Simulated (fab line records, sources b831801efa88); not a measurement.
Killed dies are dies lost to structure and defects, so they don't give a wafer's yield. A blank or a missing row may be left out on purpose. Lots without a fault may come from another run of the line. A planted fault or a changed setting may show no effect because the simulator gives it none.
Which tool did it? | flow gf180mcu | 6 lots, 18 wafers sampled, at 2 steps of a route of 602

WHAT THE GAUGES READ, wafer by wafer
GF_V4_OVL_MEAS_15.
lot  | measured     | on         | V4_OVL (nm)
L928 | day 24 22:03 | overlay-02 | 15 3 7
L932 | day 26 06:36 | overlay-01 | 3 0 7
L936 | day 27 17:51 | overlay-02 | 0 -3 1
L944 | day 30 00:12 | overlay-02 | -4 0 -8
L946 | day 30 19:50 | overlay-01 | -10 -8 -5
L948 | day 31 09:24 | overlay-01 | -9 -6 -10

WHICH TOOL RAN EACH LOT (tool, then ch and the chambers of the sampled wafers, then the start)
lot  | GF_M4_STRIP_17
L928 | plasma_asher-02 ch 0,1, day 23 23:27
L932 | plasma_asher-01 ch 1, day 25 07:52
L936 | plasma_asher-01 ch 0,1, day 26 20:36
L944 | plasma_asher-03 ch 0,1, day 29 03:44
L946 | plasma_asher-02 ch 0,1, day 30 00:02
L948 | plasma_asher-02 ch 1, day 30 14:14
- GF_M4_STRIP_17: strips in O2/N2.

THE ANSWER, worked out from the rows above alone
Rule: what is usual is taken from the lots themselves. Put in order of their means at a reading, lots are off if they are a third of the lots or fewer, leave a main group of 4 or more, and stand apart from it by a gap of 3 or more times the standard deviation of the main group's means; of several such gaps the widest counts. A main group whose means are all the same, to the digits that the tables above print for the reading, isn't used. A lot without any number at a reading at which 4 lots or more have one is off too. The other lots that the step has rows for count as sound.
No lot is off at any reading shown: from this, nothing can be told.

WHAT THE SIMULATOR HAD PUT IN
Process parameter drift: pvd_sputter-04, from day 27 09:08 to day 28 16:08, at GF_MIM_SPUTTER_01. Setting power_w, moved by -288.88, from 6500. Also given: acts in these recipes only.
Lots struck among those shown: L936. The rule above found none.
